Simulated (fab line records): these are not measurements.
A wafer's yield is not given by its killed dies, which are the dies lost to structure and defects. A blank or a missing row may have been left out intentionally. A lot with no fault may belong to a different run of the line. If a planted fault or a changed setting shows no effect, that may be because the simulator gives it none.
A struck lot beside a sound one    flow gf180mcu    17 out of 602 route steps
Sound: wafers L944.1, L944.4, L944.6. Struck: wafers L955.1, L955.2, L955.3. The cause comes at the end.
Each step with rows lists, per side, the tool, then ch with its chambers, then its first start. Under that, the readings that differ: sound wafers    struck wafers    difference of the means    sigmas: that difference in standard deviations of wafers without a fault.
alike: same words and numbers on both sides, and readings whose means sit less than 2 such deviations apart. not compared: any withheld reading, any reading some wafer has no value for, any bound like >300 that may hide the same value, and any number with overlapping values for which the record gives no deviation.
Wherever a step has rows on one side only, a row that says differs or no value, or a row with sigmas, the two part there. When numbers do not overlap yet have no deviation, they are printed without sigmas and do not part them. A reading that every wafer of one side lacks parts them only if that side has two wafers or more.

GF_VT_IMPLANT_OVL_MEAS_07:
  sound on overlay-02 at day 5 12:32; struck on overlay-01 at day 8 14:59
  alike: VT_IMPLANT_OVL
then, 1 step without rows for these wafers: GF_VT_IMPLANT_IMPLANT_08.
GF_VT_IMPLANT_STRIP_09: strips in O2/N2.
  sound on plasma_asher-02 ch 0,1, day 5 12:43; struck on plasma_asher-04 ch 0,1, day 8 15:10
reading                      sound        struck       difference  sigmas
drypump_motor_current_A (A)  6.5 6.4 5.7  5.5 5.4 5.4  -0.8        -2
  alike: chamber_pressure_mTorr, heater_power_w, oes_product_au, strip_time_to_endpoint_s
  not compared: rf_hours_counter_h
GF_VT_IMPLANT_TW_MEAS_10:
  sound on film_metro-03 at day 5 12:49; struck on film_metro-04 at day 8 15:16
reading        sound        struck       difference  sigmas
VT_IMPLANT_TW  577 576 578  568 569 568  -9          -2
then, 7 steps without rows for these wafers: GF_VT_IMPLANT_DEHYDRATE_11 (time 60 s); GF_VT_IMPLANT_HMDS_12 (prime time 60 s); GF_VT_IMPLANT_COAT_13 (resist thk 1000 nm); GF_VT_IMPLANT_SOFTBAKE_14 (time 60 s); GF_VT_IMPLANT_EXPOSE_15 (exposes mask Nwell LV AREA, target cd 860 nm); GF_VT_IMPLANT_PEB_16; GF_VT_IMPLANT_DEVELOP_17 (develop time 60 s).
GF_VT_IMPLANT_OVL_MEAS_18:
  sound on overlay-01 at day 6 02:24; struck on overlay-01 at day 9 07:38
  alike: VT_IMPLANT_01_OVL
GF_VT_IMPLANT_IMPLANT_19:
  sound on implanter-04 ch 0, day 6 02:26; struck on implanter-04 ch 0, day 9 07:41
reading                    sound                 struck                difference  sigmas
beam_energy_keV            100.08 99.984 100.00  80.375 80.357 80.388  -19.648     -99 or more
model.implant.rp_nm (nm)   58.08 58.08 58.08     47.43 47.43 47.43     -10.65      
model.implant.drp_nm (nm)  24.08 24.08 24.08     20.24 20.24 20.24     -3.84       
  alike: beam_on_s
GF_VT_IMPLANT_STRIP_20: strips in O2/N2.
  sound on plasma_asher-04 ch 0,1, day 6 02:35; struck on plasma_asher-02 ch 0,1, day 9 07:50
  alike: chamber_pressure_mTorr, drypump_motor_current_A, heater_power_w, oes_product_au, strip_time_to_endpoint_s
  not compared: rf_hours_counter_h
GF_VT_IMPLANT_TW_MEAS_21:
  sound on film_metro-01 at day 6 02:41; struck on film_metro-04 at day 9 07:56
reading          sound           struck          difference  sigmas
VT_IMPLANT_2_TW  1209 1213 1212  1129 1132 1135  -79         -9
then, 2 steps without rows for these wafers: GF_VT_IMPLANT_DEHYDRATE_22 (time 60 s); GF_PASSIVATION_PROBE_99.

## WHERE THEY PART
At GF_VT_IMPLANT_STRIP_09 first; at GF_VT_IMPLANT_TW_MEAS_21 last (within this record only).

WHY: what the simulator had put in
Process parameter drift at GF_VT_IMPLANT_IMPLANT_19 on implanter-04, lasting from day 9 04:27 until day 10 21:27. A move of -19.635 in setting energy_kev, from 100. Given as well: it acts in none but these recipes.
